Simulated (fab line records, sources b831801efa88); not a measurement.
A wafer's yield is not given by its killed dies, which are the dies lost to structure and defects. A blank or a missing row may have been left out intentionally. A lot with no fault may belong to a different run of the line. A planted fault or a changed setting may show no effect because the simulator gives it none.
fab line records | flow sky130 | part 2 of 2: steps 29 to 40 of 40
record: lots: 5 wafers: 15 last_day: 50
route steps=708 shown VIA2@527 METAL3@532 CAPM@537
lots that met no fault: taken from a fault-free run of the same line
start_h: the number of hours between the record's first day and the start of the first shown wafer of the lot | wait_h: hours from the lot's prior step to this one | " as in the row above | L1.1+2: several wafers, shown together as one row | - no value present, or no start provided | * or withheld: withheld | < > ~ a bound
route shown NAME@n: a module of which the file shows steps, and the number in the route of the first | usual: the fault-free wafers' mean and standard deviation | same: alike in all rows | chamber/n: place in a boat | sites: per-site readings | _std_site: standard deviation across them | _edge_site: outer sites' mean less inner sites' | radius_mm: how far each site lies from the wafer's centre | mask NAME#n: copy n | behind: the last tool/chamber to shape the wafer | hold: why the lot went on hold/how many hours it stayed there/how the hold came to an end | device: which transistor (n, p or np) failed to switch | end of line: the route-end tests of the same wafers | step lacking rows: just its recipe | killed: dies that structure and defects cost at the first sort, which is not the same as the wafer's yield | map: dies across one wafer; x = killed, . = not, _ = none there
set.NAME: setting as actually run; set.NAME@STEP: the setting as run at that earlier step | model.NAME: the simulator's own value behind a step, which no gauge read
lots at some steps of the route; a table a step, a row a wafer
services: the hour from which a tool's chamber was out of use, counted from the record's first day as start_h (under 0 if before that day), plus the number of hours and why
== steps ==
step: SKY_METAL3_DEHYDRATE_05
recipe: temp_c: 200 time_s: 60
same: time_s: 60
columns lot.wafer tool chamber start_h wait_h
L078.1+5+6 litho_track-03 0 917.64 12.2
L081.1+3+5 litho_track-01 0 936.44 11.4
L091.1+2+5 litho_track-03 0 1007.59 10.6
L096.3+5+6 litho_track-04 0 1036.57 10.9
L097.1+3+6 litho_track-03 0 1046.14 11.1
step: SKY_METAL3_HMDS_06
recipe: prime_time_s: 60 prime_temp_c: 120
usual: prime_temp_c: 119.99/0.13
columns lot.wafer tool chamber start_h wait_h prime_temp_c
L078.1 litho_track-03 0 917.79 0.1 119.92
L078.5 " 0 " " 120.00
L078.6 " 0 " " 120.02
L081.1 litho_track-01 0 936.59 0.1 120.14
L081.3 " 0 " " 120.09
L081.5 " 0 " " 119.98
L091.1 litho_track-03 0 1007.74 0.1 120.19
L091.2 " 0 " " 120.28
L091.5 " 0 " " 119.95
L096.3 litho_track-04 0 1036.72 0.1 120.15
L096.5 " 0 " " 120.00
L096.6 " 0 " " 120.11
L097.1 litho_track-03 0 1046.29 0.1 119.91
L097.3 " 0 " " 119.97
L097.6 " 0 " " 120.12
step: SKY_METAL3_COAT_07
recipe: resist: BARC temp_c: withheld time_s: withheld spin_rpm: 3000 resist_thk_nm: 60
columns lot.wafer tool chamber start_h wait_h
L078.1+5+6 litho_track-03 0 917.94 0.1
L081.1+3+5 litho_track-01 0 936.74 0.1
L091.1+2+5 litho_track-03 0 1007.89 0.1
L096.3+5+6 litho_track-04 0 1036.87 0.1
L097.1+3+6 litho_track-03 0 1046.44 0.1
step: SKY_METAL3_COAT_08
recipe: resist: KrF-thick spin_rpm: 3000 resist_thk_nm: 1140
columns lot.wafer tool chamber start_h wait_h
L078.1+5+6 litho_track-03 0 - -
L081.1+3+5 litho_track-01 0 - -
L091.1+2+5 litho_track-03 0 - -
L096.3+5+6 litho_track-04 0 - -
L097.1+3+6 litho_track-03 0 - -
step: SKY_METAL3_SOFTBAKE_09
recipe: temp_c: 100 time_s: 90 resist: KrF-thick
same: time_s: 90
columns lot.wafer tool chamber start_h wait_h
L078.1+5+6 litho_track-03 0 - -
L081.1+3+5 litho_track-01 0 - -
L091.1+2+5 litho_track-03 0 - -
L096.3+5+6 litho_track-04 0 - -
L097.1+3+6 litho_track-03 0 - -
step: SKY_METAL3_EXPOSE_10
recipe: mask_id: MM3 na: 0.68 source_shape: annular sigma_inner: 0.4 sigma_outer: 0.8 target_cd_nm: 300 dose_mj: 28
same: sigma_inner: 0.4
columns lot.wafer tool chamber start_h wait_h mask
L078.1+5+6 krf_scanner-02 0 - - MM3#0
L081.1+3+5 krf_scanner-01 0 - - MM3#0
L091.1+2+5 krf_scanner-01 0 - - MM3#0
L096.3+5+6 krf_scanner-02 0 - - MM3#0
L097.1+3+6 krf_scanner-01 0 - - MM3#0
step: SKY_METAL3_PEB_11
recipe: peb_temp_c: withheld peb_time_s: withheld resist: KrF-thick
columns lot.wafer tool chamber start_h wait_h
L078.1+5+6 litho_track-01 0 - -
L081.1+3+5 litho_track-01 0 - -
L091.1+2+5 litho_track-03 0 - -
L096.3+5+6 litho_track-03 0 - -
L097.1+3+6 litho_track-04 0 - -
step: SKY_METAL3_DEVELOP_12
recipe: develop_time_s: 60 resist: KrF-thick dev_temp_c: 21
same: develop_time_s: 60
columns lot.wafer tool chamber start_h wait_h
L078.1+5+6 litho_track-01 0 - -
L081.1+3+5 litho_track-01 0 - -
L091.1+2+5 litho_track-03 0 - -
L096.3+5+6 litho_track-03 0 - -
L097.1+3+6 litho_track-04 0 - -
step: SKY_METAL3_CD_MEAS_13
recipe: target_cd_nm: 300
usual: cd_nm: 300.1/1.4
columns lot.wafer tool chamber start_h wait_h cd_nm
L078.1 cd_sem-02 - 930.59 - 299.1
L078.5 " - " " 299.5
L078.6 " - " " 298.6
L081.1 cd_sem-02 - 949.49 - 301.6
L081.3 " - " " 301.0
L081.5 " - " " 300.1
L091.1 cd_sem-01 - 1019.99 - 300.1
L091.2 " - " " 299.6
L091.5 " - " " 300.4
L096.3 cd_sem-02 - 1048.73 - 300.4
L096.5 " - " " 301.3
L096.6 " - " " 299.9
L097.1 cd_sem-01 - 1057.27 - 299.6
L097.3 " - " " 300.1
L097.6 " - " " 298.2
step: SKY_METAL3_OVL_MEAS_14
usual: METAL3_OVL: 3/4.7
columns lot.wafer tool chamber start_h wait_h METAL3_OVL[nm]
L078.1 overlay-01 - 930.71 0.1 5
L078.5 " - " " 1
L078.6 " - " " 8
L081.1 overlay-02 - 949.61 0.1 4
L081.3 " - " " 2
L081.5 " - " " 1
L091.1 overlay-01 - 1020.11 0.1 5
L091.2 " - " " 7
L091.5 " - " " 5
L096.3 overlay-01 - 1048.82 0.1 -1
L096.5 " - " " 4
L096.6 " - " " 0
L097.1 overlay-01 - 1057.39 0.1 3
L097.3 " - " " 8
L097.6 " - " " -1
step: SKY_METAL3_DESCUM_15
recipe: chemistry: O2 source_power_w: 150 bias_power_w: 0 pressure_mtorr: 10 temp_c: 40 time_s: 8
usual: drypump_motor_current_A: 5.6/0.32 oes_product_au: 1.003/0.015
same: time_s: 8
columns lot.wafer tool chamber start_h wait_h drypump_motor_current_A oes_product_au rf_hours_counter_h
L078.1 rie_metal-03 0 930.74 0.0 5.0 1.001 3
L078.5 " 0 " " 5.0 1.001 -
L078.6 " 1 " " 6.2 1.016 -
L081.1 rie_metal-01 1 949.64 0.0 5.4 0.983 7
L081.3 " 1 " " 5.4 0.978 -
L081.5 " 0 " " 5.6 0.992 -
L091.1 rie_metal-01 1 1020.15 0.0 5.4 0.982 11
L091.2 " 0 " " 5.6 1.002 17
L091.5 " 0 " " 5.6 0.997 -
L096.3 rie_metal-03 1 1048.86 0.0 6.1 1.022 -
L096.5 " 0 " " 5.0 1.000 -
L096.6 " 1 " " 6.1 1.021 -
L097.1 rie_metal-02 1 1057.43 0.0 5.8 1.021 13
L097.3 " 0 " " 5.5 1.014 -
L097.6 " 1 " " 5.8 1.020 -
step: SKY_METAL3_ETCH_16
recipe: chemistry: N2/H2 target: BARC ion_energy_ev: 200 bias_w: 100 pressure_mtorr: 30 n2_flow_sccm: 100 h2_flow_sccm: 200 icp_w: 500 stop_on: SiO2 time_s: 88.2 target_depth_a: 600
usual: drypump_motor_current_A: 5.6/0.32 oes_product_au: 0.626/0.0042 throttle_valve_pct: 13.204/0.0091
same: time_s: 88.2
columns lot.wafer tool chamber start_h wait_h drypump_motor_current_A oes_product_au rf_hours_counter_h throttle_valve_pct
L078.1 rie_metal-03 0 930.77 0.0 5.0 0.627 3 13.198
L078.5 " 0 " " 5.0 0.628 - 13.212
L078.6 " 1 " " 6.2 0.627 - 13.216
L081.1 rie_metal-01 1 949.67 0.0 5.5 0.621 7 13.211
L081.3 " 1 " " 5.4 0.622 - 13.222
L081.5 " 0 " " 5.6 0.629 - 13.209
L091.1 rie_metal-01 1 1020.18 0.0 5.4 0.633 11 13.218
L091.2 " 0 " " 5.6 0.626 17 13.195
L091.5 " 0 " " 5.6 0.623 - 13.208
L096.3 rie_metal-03 1 1048.91 0.0 6.2 0.629 - 13.188
L096.5 " 0 " " 5.0 0.624 - 13.186
L096.6 " 1 " " 6.2 0.629 - 13.195
L097.1 rie_metal-02 1 1057.46 0.0 5.8 0.627 13 13.216
L097.3 " 0 " " 5.5 0.616 - 13.188
L097.6 " 1 " " 5.8 0.627 - 13.202
== services ==
columns tool chamber start_h hours kind
pvd_sputter-04 - 857.11 7.0 repair
krf_scanner-01 - 859.12 1.0 pm
pvd_sputter-02 - 866.86 5.3 repair
pvd_sputter-01 - 871.03 0.7 repair
pvd_sputter-03 - 880.05 2.3 repair
rie_metal-01 - 901.46 0.3 repair
cvd_w-02 - 904.00 14.0 pm
pvd_sputter-03 - 904.78 3.0 repair
wet_bench-01 - 919.69 4.4 pm
cvd_w-02 0 925.85 10.8 repair
wet_bench-03 - 935.19 1.9 pm
krf_scanner-01 - 938.52 0.8 pm
pvd_sputter-04 - 938.77 1.9 repair
pvd_sputter-03 - 944.10 1.9 repair
pvd_sputter-03 - 946.71 4.6 repair
cmp-01 - 966.31 6.5 pm
cvd_w-02 - 1009.27 0.8 repair
wet_bench-01 - 1016.44 1.9 pm
pvd_sputter-04 - 1019.20 2.7 repair
pvd_sputter-02 - 1019.45 3.2 repair
wet_bench-03 - 1020.26 2.3 repair
wet_bench-04 - 1029.97 4.4 pm
cvd_w-02 0 1030.05 4.6 repair
cvd_w-02 - 1038.38 9.4 repair
